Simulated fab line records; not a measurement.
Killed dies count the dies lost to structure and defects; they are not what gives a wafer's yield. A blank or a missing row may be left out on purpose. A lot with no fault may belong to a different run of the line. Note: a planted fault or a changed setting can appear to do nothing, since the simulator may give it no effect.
Chamber matching / flow sfqLine / SFQ_TRILAYER_A5B_CMP_CMP_130 on cmp-01: 4 sister chambers
The step polishes, stops on Nb, target thk 340.7 nm. 4 wafers are shown with their chamber, then 7 later ones without.

## EACH WAFER AND ITS CHAMBER
wafer=L504.5; chamber=1; motorCurrentA (A)=8.8
wafer=L511.6; chamber=0; motorCurrentA (A)=11.1
wafer=L514.1; chamber=3; motorCurrentA (A)=11.6
wafer=L514.5; chamber=2; motorCurrentA (A)=10.2

## WAFERS WITH NO CHAMBER GIVEN
wafer=L514.6; motorCurrentA (A)=8.5
wafer=L525.2; motorCurrentA (A)=11.4
wafer=L525.3; motorCurrentA (A)=9.4
wafer=L525.6; motorCurrentA (A)=11.5
wafer=L527.1; motorCurrentA (A)=11.1
wafer=L527.2; motorCurrentA (A)=10.1
wafer=L527.5; motorCurrentA (A)=11.6

## THE CHAMBER EACH PASSED THROUGH
wafer=L514.6; from the rows above=1; in truth=1
wafer=L525.2; from the rows above=can't be placed: 3 or 0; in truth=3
wafer=L525.3; from the rows above=can't be placed: 1 or 2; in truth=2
wafer=L525.6; from the rows above=can't be placed: 3 or 0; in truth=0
wafer=L527.1; from the rows above=can't be placed: 0 or 3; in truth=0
wafer=L527.2; from the rows above=2; in truth=2
wafer=L527.5; from the rows above=can't be placed: 3 or 0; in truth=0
Placed correctly: 2 of 7. Cannot be placed on the basis of these rows: 5; the candidates contain the true chamber in 5. Number placed wrongly: 0.
How it was worked out, from the rows above alone: a wafer's distance from a chamber is the root of the sum, over the readings, of the square of ((its reading less the chamber's mean) divided by the reading's scatter). If the next closest chamber is less than 2 further off than the closest, the wafer can't be placed; otherwise it belongs to the closest. The mean given for a chamber averages the wafers shown for that chamber. The scatter: root of mean squared gap, hidden wafer to nearest shown wafer, with one shown wafer a chamber.
